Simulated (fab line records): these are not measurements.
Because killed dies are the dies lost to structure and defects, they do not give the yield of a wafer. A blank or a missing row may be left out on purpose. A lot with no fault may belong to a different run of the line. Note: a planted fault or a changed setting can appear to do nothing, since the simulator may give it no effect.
Split-lot study / flow gf180mcu / 5 lots, 23 wafers read, on a route of 602 steps

## THE SPLIT
At GF_PSD_COAT_02 (resist thk 1000 nm), the setting resistThkNm was moved away from the recipe's 1000 nm on 10 of the 23 wafers read, by -5.8% to +4.9%. For the rest of the wafers, this setting stayed at what the recipe calls for.

The reading comes from the split's own step.

## THE READING
NOVOLAK_of_PSD_COAT_02.thkNm (the simulator's own value, which no gauge read), in nm, at GF_PSD_COAT_02 (resist thk 1000 nm). No usual value for it is given in the file. Across the 13 wafers here that went through the recipe, the average is 999.0 nm and the standard deviation 4.3 nm.

wafer=L077.1; tool, chamber at the split=lithoTrack-03, 0; resistThkNm as run, nm=1049; against the recipe=+4.9%; NOVOLAK_of_PSD_COAT_02.thkNm, nm=1054; against lot-mates on the recipe=+49.0
wafer=L077.2; tool, chamber at the split=lithoTrack-03, 0; resistThkNm as run, nm=1000; against the recipe=recipe; NOVOLAK_of_PSD_COAT_02.thkNm, nm=1004; against lot-mates on the recipe=-
wafer=L077.3; tool, chamber at the split=lithoTrack-03, 0; resistThkNm as run, nm=1049; against the recipe=+4.9%; NOVOLAK_of_PSD_COAT_02.thkNm, nm=1052; against lot-mates on the recipe=+47.0
wafer=L077.5; tool, chamber at the split=lithoTrack-03, 0; resistThkNm as run, nm=1000; against the recipe=recipe; NOVOLAK_of_PSD_COAT_02.thkNm, nm=1005; against lot-mates on the recipe=-
wafer=L077.6; tool, chamber at the split=lithoTrack-03, 0; resistThkNm as run, nm=1000; against the recipe=recipe; NOVOLAK_of_PSD_COAT_02.thkNm, nm=1006; against lot-mates on the recipe=-
wafer=L078.1; tool, chamber at the split=lithoTrack-04, 0; resistThkNm as run, nm=978.6; against the recipe=-2.1%; NOVOLAK_of_PSD_COAT_02.thkNm, nm=973.5; against lot-mates on the recipe=-20.2
wafer=L078.2; tool, chamber at the split=lithoTrack-04, 0; resistThkNm as run, nm=1000; against the recipe=recipe; NOVOLAK_of_PSD_COAT_02.thkNm, nm=992.3; against lot-mates on the recipe=-
wafer=L078.3; tool, chamber at the split=lithoTrack-04, 0; resistThkNm as run, nm=1000; against the recipe=recipe; NOVOLAK_of_PSD_COAT_02.thkNm, nm=998.2; against lot-mates on the recipe=-
wafer=L078.5; tool, chamber at the split=lithoTrack-04, 0; resistThkNm as run, nm=978.6; against the recipe=-2.1%; NOVOLAK_of_PSD_COAT_02.thkNm, nm=974.6; against lot-mates on the recipe=-19.1
wafer=L078.6; tool, chamber at the split=lithoTrack-04, 0; resistThkNm as run, nm=1000; against the recipe=recipe; NOVOLAK_of_PSD_COAT_02.thkNm, nm=990.5; against lot-mates on the recipe=-
wafer=L079.1; tool, chamber at the split=lithoTrack-03, 0; resistThkNm as run, nm=1000; against the recipe=recipe; NOVOLAK_of_PSD_COAT_02.thkNm, nm=997.8; against lot-mates on the recipe=-
wafer=L079.4; tool, chamber at the split=lithoTrack-03, 0; resistThkNm as run, nm=1000; against the recipe=recipe; NOVOLAK_of_PSD_COAT_02.thkNm, nm=998.6; against lot-mates on the recipe=-
wafer=L079.6; tool, chamber at the split=lithoTrack-03, 0; resistThkNm as run, nm=1000; against the recipe=recipe; NOVOLAK_of_PSD_COAT_02.thkNm, nm=997.9; against lot-mates on the recipe=-
wafer=L082.1; tool, chamber at the split=lithoTrack-04, 0; resistThkNm as run, nm=1000; against the recipe=recipe; NOVOLAK_of_PSD_COAT_02.thkNm, nm=998.2; against lot-mates on the recipe=-
wafer=L082.2; tool, chamber at the split=lithoTrack-04, 0; resistThkNm as run, nm=1015; against the recipe=+1.5%; NOVOLAK_of_PSD_COAT_02.thkNm, nm=1015; against lot-mates on the recipe=+16.8
wafer=L082.5; tool, chamber at the split=lithoTrack-04, 0; resistThkNm as run, nm=1015; against the recipe=+1.5%; NOVOLAK_of_PSD_COAT_02.thkNm, nm=1015; against lot-mates on the recipe=+16.8
wafer=L082.3; tool, chamber at the split=lithoTrack-04, 0; resistThkNm as run, nm=1000; against the recipe=recipe; NOVOLAK_of_PSD_COAT_02.thkNm, nm=998.3; against lot-mates on the recipe=-
wafer=L082.6; tool, chamber at the split=lithoTrack-04, 0; resistThkNm as run, nm=1015; against the recipe=+1.5%; NOVOLAK_of_PSD_COAT_02.thkNm, nm=1014; against lot-mates on the recipe=+15.8
wafer=L084.1; tool, chamber at the split=lithoTrack-04, 0; resistThkNm as run, nm=942.5; against the recipe=-5.8%; NOVOLAK_of_PSD_COAT_02.thkNm, nm=942.3; against lot-mates on the recipe=-58.0
wafer=L084.2; tool, chamber at the split=lithoTrack-04, 0; resistThkNm as run, nm=942.5; against the recipe=-5.8%; NOVOLAK_of_PSD_COAT_02.thkNm, nm=943.5; against lot-mates on the recipe=-56.8
wafer=L084.4; tool, chamber at the split=lithoTrack-04, 0; resistThkNm as run, nm=1000; against the recipe=recipe; NOVOLAK_of_PSD_COAT_02.thkNm, nm=1001; against lot-mates on the recipe=-
wafer=L084.5; tool, chamber at the split=lithoTrack-04, 0; resistThkNm as run, nm=942.5; against the recipe=-5.8%; NOVOLAK_of_PSD_COAT_02.thkNm, nm=943.4; against lot-mates on the recipe=-56.9
wafer=L084.6; tool, chamber at the split=lithoTrack-04, 0; resistThkNm as run, nm=1000; against the recipe=recipe; NOVOLAK_of_PSD_COAT_02.thkNm, nm=999.6; against lot-mates on the recipe=-

FIT RESULTS
A straight line over all 23 wafers: NOVOLAK_of_PSD_COAT_02.thkNm changes by +10.3 nm for each +1% of resistThkNm; r = +0.99; the points scatter about the line by 3.8 nm.
The same after taking each lot's own level away (the mean of its wafers on the recipe; 23 wafers): +9.92 nm for each +1%; r = +1.00; scatter 1.6 nm.
That fit puts the effect of the largest move of resistThkNm on the reading at 57 nm.
Across the lots, their own levels run from 993.67 to 1005.00 nm, a range of 2.7 times the standard deviation given above.
The two slopes are in agreement: the lot-to-lot level therefore moves the slope only a little.
Check: with one of the wafers moved furthest among these (-5.8%) left out of the fit, the line predicts -56.4 nm for it against its lot-mates. Against them it came out at -58 nm.

## ADDITIONAL SPLITS CARRIED BY THESE WAFERS
These wafers also went through other splits before the reading. Each is held against what the fit with the lots' levels taken away leaves over:
other split on the same wafers=GF_POLY_GATE_PEB_08 pebTimeS; wafers away from the commonest value=11; r with NOVOLAK_of_PSD_COAT_02.thkNm (lot level and that fit taken away)=-0.40
other split on the same wafers=GF_HV_LDD_EXPOSE_16 doseMj; wafers away from the commonest value=9; r with NOVOLAK_of_PSD_COAT_02.thkNm (lot level and that fit taken away)=-0.24
other split on the same wafers=GF_HV_LDD_DEVELOP_18 devTempC; wafers away from the commonest value=6; r with NOVOLAK_of_PSD_COAT_02.thkNm (lot level and that fit taken away)=-0.29
other split on the same wafers=GF_NSD_DEVELOP_06 developTimeS; wafers away from the commonest value=11; r with NOVOLAK_of_PSD_COAT_02.thkNm (lot level and that fit taken away)=-0.09
other split on the same wafers=GF_NSD_IMPLANT_09 energyKev; wafers away from the commonest value=12; r with NOVOLAK_of_PSD_COAT_02.thkNm (lot level and that fit taken away)=+0.11

## THE WHOLE CHAIN: every reading that the file lists as answering this split, in the file's order
step=GF_PSD_COAT_02; what it does=resist thk 1000 nm; reading=NOVOLAK_of_PSD_COAT_02.thkNm (the simulator's own value, which no gauge read); change (the file's fit)=+9.88 nm for each +1% of the setting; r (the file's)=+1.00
step=GF_PSD_STRIP_10; what it does=strips in O2/N2; reading=stripTimeToEndpointS; change (the file's fit)=withheld for each +1% of the setting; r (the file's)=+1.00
step=GF_PSD_CD_MEAS_07; what it does=target cd 400 nm; reading=cdNm; change (the file's fit)=-0.88 nm for each +1% of the setting, in a fit together with developTimeS@PSD_DEVELOP_06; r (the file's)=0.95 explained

## THE FILE'S OWN FIT
NOVOLAK_of_PSD_COAT_02.thkNm changes by +9.88 nm for each +1% of resistThkNm, r = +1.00.
